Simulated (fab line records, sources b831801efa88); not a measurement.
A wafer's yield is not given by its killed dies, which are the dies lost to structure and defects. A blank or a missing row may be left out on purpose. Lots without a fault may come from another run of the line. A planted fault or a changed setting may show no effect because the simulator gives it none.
Which tool is to blame?    flow sfqLine    7 lots with 21 wafers sampled at 2 steps, on a route of 325 steps

== WHAT THE GAUGES READ, wafer by wafer ==
SFQ_L0_RS_MEAS_901: measurement is done with a four-point probe.
lot   measured     on            L0_MONX_KI_RS (ohm/sq)
L364  day 1 17:34  filmMetro-02  43.5 43.5 43.5
L367  day 2 08:34  filmMetro-02  44.1 43.5 43.7
L369  day 2 18:34  filmMetro-04  43.0 43.4 43.0
L371  day 3 04:34  filmMetro-02  37.8 38.0 38.0
L373  day 3 14:34  filmMetro-04  38.0 38.3 38.2
L379  day 4 20:35  filmMetro-03  43.6 44.0 43.7
L385  day 6 02:34  filmMetro-03  43.4 43.2 43.7

== WHICH TOOL RAN EACH LOT (tool, then ch and the chambers of the sampled wafers, then the start) ==
lot   SFQ_TRILAYER_L0_DEP_SPUTTER_003
L364  pvdSputter-03, day 1 17:29
L367  pvdSputter-03, day 2 08:29
L369  pvdSputter-04, day 2 18:29
L371  pvdSputter-03, day 3 04:29
L373  pvdSputter-03, day 3 14:29
L379  pvdSputter-04, day 4 20:29
L385  pvdSputter-03, day 6 02:29
- SFQ_TRILAYER_L0_DEP_SPUTTER_003: material MoNx KI, target thk 40 nm, time 100 s.

== THE ANSWER, worked out from the rows above alone ==
Rule: what is usual is taken from the lots themselves. Put in order of their means at a reading, lots are off if they are a third of the lots or fewer, leave a main group of 4 or more, and stand apart from it by a gap of 3 or more times the standard deviation of the main group's means; of several such gaps the widest counts. A main group is skipped when, at the precision printed for the reading in the tables above, its means are all equal. Also off: a lot with no number at a reading for which 4 or more lots have one. The other lots that the step has rows for count as sound.
Off: at SFQ_L0_RS_MEAS_901 (L0_MONX_KI_RS), L371, L373. Mean 43.5 ohm/sq and standard deviation 0.24 in the main group.
If a tool, at a process step before that reading, ran all the lots that are off and no sound lot after the first of them, it fits. The gauges at SFQ_L0_RS_MEAS_901 are tried like those tools. None of those tried fits.

== WHAT WAS PUT IN BY THE SIMULATOR ==
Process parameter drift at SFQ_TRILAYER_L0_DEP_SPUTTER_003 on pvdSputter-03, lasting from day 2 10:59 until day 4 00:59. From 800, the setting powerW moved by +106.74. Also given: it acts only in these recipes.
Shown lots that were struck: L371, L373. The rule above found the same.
